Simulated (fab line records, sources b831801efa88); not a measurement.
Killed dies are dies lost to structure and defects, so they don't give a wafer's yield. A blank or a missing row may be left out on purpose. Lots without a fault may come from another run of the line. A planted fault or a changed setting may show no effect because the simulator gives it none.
fab line records | flow sky130 | part 2 of 2: steps 27 to 35 of 35
record lots=5 wafers=15 last_day=49
route steps=708 shown FIELD_ISO@30 NWELL@32 DNWELL@35 PWDE@45
lots that met no fault: from a run of the same line without faults
start_h: hours from the record's first day to the start of the lot's first wafer shown | wait_h: hours since the lot's step before | " the same as in the row above | L1.1+2: a row that stands for several wafers | - no value, or no start given | * or withheld: withheld | < > ~ a bound
route shown NAME@n: a module of which the file shows steps, and the number in the route of the first | usual: mean/standard deviation of fault-free wafers | same: alike in all rows | chamber/n: place in a boat | sites: the reading at each site | _std_site: their standard deviation | _edge_site: outer sites' mean less inner sites' | radius_mm: how far each site lies from the wafer's centre | mask NAME#n: copy n | behind: the tool/chamber that last shaped the wafer | hold: why the lot was held/for how many hours/how that ended | device: the transistor (n, p or np) that didn't switch | end of line: the same wafers' tests at the end of the route | a step without rows: its recipe alone | killed: dies lost to structure and defects at the first sort, not the wafer's yield | map: a wafer's dies, x killed, . not, _ none there
set.NAME: the setting as run; set.NAME@STEP: as run at that earlier step | model.NAME: the simulator's own value behind a step, which no gauge read
lots at some steps of the route; a table a step, a row a wafer
services: from which hour (start_h, from the record's first day; less than 0 if before it) a tool's chamber was out of use, for how many hours, and why
## steps
# step SKY_NWELL_DEHYDRATE_03
# recipe temp_c=200 time_s=60
# usual plate_temp_C=200.01/0.16 resist_line_temp_C=23.00/0.1
# columns lot.wafer tool chamber start_h wait_h plate_temp_C resist_line_temp_C
L076.3 litho_track-04 0 90.97 8.4 200.20 22.97
L076.5 " 0 " " 200.29 22.89
L076.6 " 0 " " 200.23 22.98
L078.2 litho_track-04 0 104.75 8.5 199.91 23.06
L078.4 " 0 " " 199.99 23.05
L078.5 " 0 " " 199.96 22.97
L079.1 litho_track-01 0 107.78 8.0 199.88 23.02
L079.2 " 0 " " 200.08 22.99
L079.4 " 0 " " 199.88 22.90
L083.1 litho_track-03 0 131.21 9.4 200.24 22.86
L083.3 " 0 " " 200.24 22.97
L083.5 " 0 " " 200.15 23.07
L088.1 litho_track-03 0 161.86 9.8 199.73 22.94
L088.2 " 0 " " 200.14 23.10
L088.6 " 0 " " 199.87 23.02
# step SKY_NWELL_HMDS_04
# recipe prime_time_s=60 prime_temp_c=120
# usual resist_line_temp_C=23.03/0.1
# columns lot.wafer tool chamber start_h wait_h resist_line_temp_C
L076.3 litho_track-04 0 91.12 0.1 23.02
L076.5 " 0 " " 22.87
L076.6 " 0 " " 22.90
L078.2 litho_track-04 0 104.90 0.1 23.14
L078.4 " 0 " " 22.99
L078.5 " 0 " " 23.25
L079.1 litho_track-01 0 107.93 0.1 22.94
L079.2 " 0 " " 22.92
L079.4 " 0 " " 22.92
L083.1 litho_track-03 0 131.36 0.1 22.84
L083.3 " 0 " " 22.90
L083.5 " 0 " " 22.94
L088.1 litho_track-03 0 162.01 0.1 22.92
L088.2 " 0 " " 22.93
L088.6 " 0 " " 22.92
# step SKY_NWELL_COAT_05
# recipe spin_rpm=2000 resist_thk_nm=3000
# usual resist_line_temp_C=23.00/0.1
# columns lot.wafer tool chamber start_h wait_h resist_line_temp_C
L076.3 litho_track-04 0 91.27 0.1 22.97
L076.5 " 0 " " 23.08
L076.6 " 0 " " 22.94
L078.2 litho_track-04 0 105.05 0.1 23.08
L078.4 " 0 " " 22.97
L078.5 " 0 " " 22.99
L079.1 litho_track-01 0 108.08 0.1 22.92
L079.2 " 0 " " 22.86
L079.4 " 0 " " 22.95
L083.1 litho_track-03 0 131.51 0.1 23.06
L083.3 " 0 " " 23.10
L083.5 " 0 " " 23.14
L088.1 litho_track-03 0 162.16 0.1 22.96
L088.2 " 0 " " 23.02
L088.6 " 0 " " 23.11
# step SKY_NWELL_SOFTBAKE_06
# recipe temp_c=110 time_s=withheld
# usual plate_temp_C=109.99/0.11 resist_line_temp_C=23.00/0.11
# columns lot.wafer tool chamber start_h wait_h plate_temp_C resist_line_temp_C
L076.3 litho_track-04 0 91.44 0.1 109.91 23.11
L076.5 " 0 " " 109.91 23.10
L076.6 " 0 " " 110.04 22.99
L078.2 litho_track-04 0 105.21 0.1 110.06 23.26
L078.4 " 0 " " 109.79 23.06
L078.5 " 0 " " 109.87 23.14
L079.1 litho_track-01 0 108.23 0.1 110.04 22.94
L079.2 " 0 " " 109.97 23.00
L079.4 " 0 " " 110.07 22.99
L083.1 litho_track-03 0 131.66 0.1 109.89 23.06
L083.3 " 0 " " 109.93 23.10
L083.5 " 0 " " 109.95 22.98
L088.1 litho_track-03 0 162.31 0.1 109.88 22.94
L088.2 " 0 " " 110.08 22.95
L088.6 " 0 " " 109.78 22.94
# step SKY_NWELL_EXPOSE_07
# recipe mask_id=NWM na=0.6 source_shape=conventional sigma_outer=0.6 polarization=unpolarized target_cd_nm=840 dose_mj=255
# usual stage_vel_mm_s=500.07/0.24
# columns lot.wafer tool chamber start_h wait_h mask stage_vel_mm_s
L076.3 iline_stepper-02 0 - - NWM#0 499.75
L076.5 " 0 " " NWM#0 499.98
L076.6 " 0 " " NWM#0 499.53
L078.2 iline_stepper-01 0 - - NWM#0 499.97
L078.4 " 0 " " NWM#0 500.25
L078.5 " 0 " " NWM#0 499.97
L079.1 iline_stepper-01 0 - - NWM#0 500.09
L079.2 " 0 " " NWM#0 499.91
L079.4 " 0 " " NWM#0 499.59
L083.1 iline_stepper-02 0 - - NWM#0 500.32
L083.3 " 0 " " NWM#0 500.30
L083.5 " 0 " " NWM#0 499.74
L088.1 iline_stepper-01 0 - - NWM#0 499.83
L088.2 " 0 " " NWM#0 500.41
L088.6 " 0 " " NWM#0 500.11
# step SKY_NWELL_PEB_08
# recipe temp_c=115 time_s=withheld
# usual plate_temp_C=115.00/0.14 resist_line_temp_C=22.99/0.11
# columns lot.wafer tool chamber start_h wait_h plate_temp_C resist_line_temp_C
L076.3 litho_track-04 0 - - 114.93 22.99
L076.5 " 0 " " 114.97 22.87
L076.6 " 0 " " 114.96 22.98
L078.2 litho_track-01 0 - - 115.03 23.06
L078.4 " 0 " " 115.17 23.08
L078.5 " 0 " " 115.01 22.93
L079.1 litho_track-03 0 - - 115.05 22.96
L079.2 " 0 " " 115.10 23.04
L079.4 " 0 " " 115.17 23.23
L083.1 litho_track-01 0 - - 114.83 23.01
L083.3 " 0 " " 114.78 23.05
L083.5 " 0 " " 114.86 23.05
L088.1 litho_track-04 0 - - 115.18 23.10
L088.2 " 0 " " 115.10 23.16
L088.6 " 0 " " 115.28 23.20
# step SKY_NWELL_DEVELOP_09
# recipe wall_angle_deg=90 developer=TMAH develop_time_s=60 dev_temp_c=23
# usual resist_line_temp_C=22.98/0.12
# columns lot.wafer tool chamber start_h wait_h resist_line_temp_C
L076.3 litho_track-04 0 - - 23.10
L076.5 " 0 " " 23.10
L076.6 " 0 " " 23.14
L078.2 litho_track-01 0 - - 23.21
L078.4 " 0 " " 22.92
L078.5 " 0 " " 23.05
L079.1 litho_track-03 0 - - 23.00
L079.2 " 0 " " 22.87
L079.4 " 0 " " 22.78
L083.1 litho_track-01 0 - - 23.20
L083.3 " 0 " " 23.19
L083.5 " 0 " " 23.16
L088.1 litho_track-04 0 - - 23.15
L088.2 " 0 " " 23.30
L088.6 " 0 " " 23.05
# step SKY_NWELL_OVL_MEAS_10
# usual NWELL_00_OVL=-1.0/1.3
# columns lot.wafer tool chamber start_h wait_h NWELL_00_OVL[nm]
L076.3 overlay-02 - 100.53 - 0.1
L076.5 " - " " -1.0
L076.6 " - " " -0.4
L078.2 overlay-01 - 114.79 - -0.6
L078.4 " - " " -1.5
L078.5 " - " " -1.6
L079.1 overlay-01 - 117.26 - -2.9
L079.2 " - " " -2.2
L079.4 " - " " -2.9
L083.1 overlay-02 - 143.23 - -1.4
L083.3 " - " " -1.7
L083.5 " - " " -1.0
L088.1 overlay-02 - 172.77 - -2.3
L088.2 " - " " -3.5
L088.6 " - " " -2.2
# step SKY_NWELL_IMPLANT_11
# recipe species=P energy_kev=400 dose_cm2=1.9e+13 tilt_deg=withheld
# usual faraday_current_uA=107.2/2.3
# columns lot.wafer tool chamber start_h wait_h faraday_current_uA
L076.3 implanter-02 0 100.61 0.1 109.9
L076.5 " 0 " " 110.1
L076.6 " 0 " " 105.7
L078.2 implanter-02 0 114.84 0.0 105.2
L078.4 " 0 " " 106.7
L078.5 " 0 " " 110.0
L079.1 implanter-02 0 117.30 0.0 109.7
L079.2 " 0 " " 106.6
L079.4 " 0 " " 106.7
L083.1 implanter-03 0 143.27 0.0 108.8
L083.3 " 0 " " 109.9
L083.5 " 0 " " 107.5
L088.1 implanter-02 0 172.81 0.0 107.5
L088.2 " 0 " " 108.9
L088.6 " 0 " " 106.7
## services
# columns tool chamber start_h hours kind
wet_bench-02 - 30.48 1.1 repair
plasma_asher-03 - 37.64 2.8 pm
iline_stepper-01 - 45.14 2.1 pm
iline_stepper-01 - 47.23 - consumable_replace:lamp
implanter-01 - 50.24 1.8 repair
implanter-03 - 57.44 4.8 repair
iline_stepper-01 - 59.18 1.7 pm
iline_stepper-02 - 71.82 11.1 repair
furnace-01 - 76.63 4.2 pm
furnace-02 - 81.68 2.1 pm
furnace-01 - 89.44 2.9 repair
plasma_asher-02 - 108.75 9.0 pm
plasma_asher-02 0 108.75 9.0 vent_cycle
plasma_asher-02 1 108.75 9.0 vent_cycle
iline_stepper-02 0 114.99 - calibration
plasma_asher-02 0 117.75 - clean
plasma_asher-02 1 117.75 - clean
plasma_asher-01 - 118.82 14.6 pm
implanter-02 - 118.86 3.6 pm
plasma_asher-04 - 136.42 14.6 pm
implanter-04 - 141.93 6.1 repair
furnace-01 - 157.98 8.7 repair
implanter-02 - 163.80 0.9 repair
furnace-02 - 170.42 3.7 pm
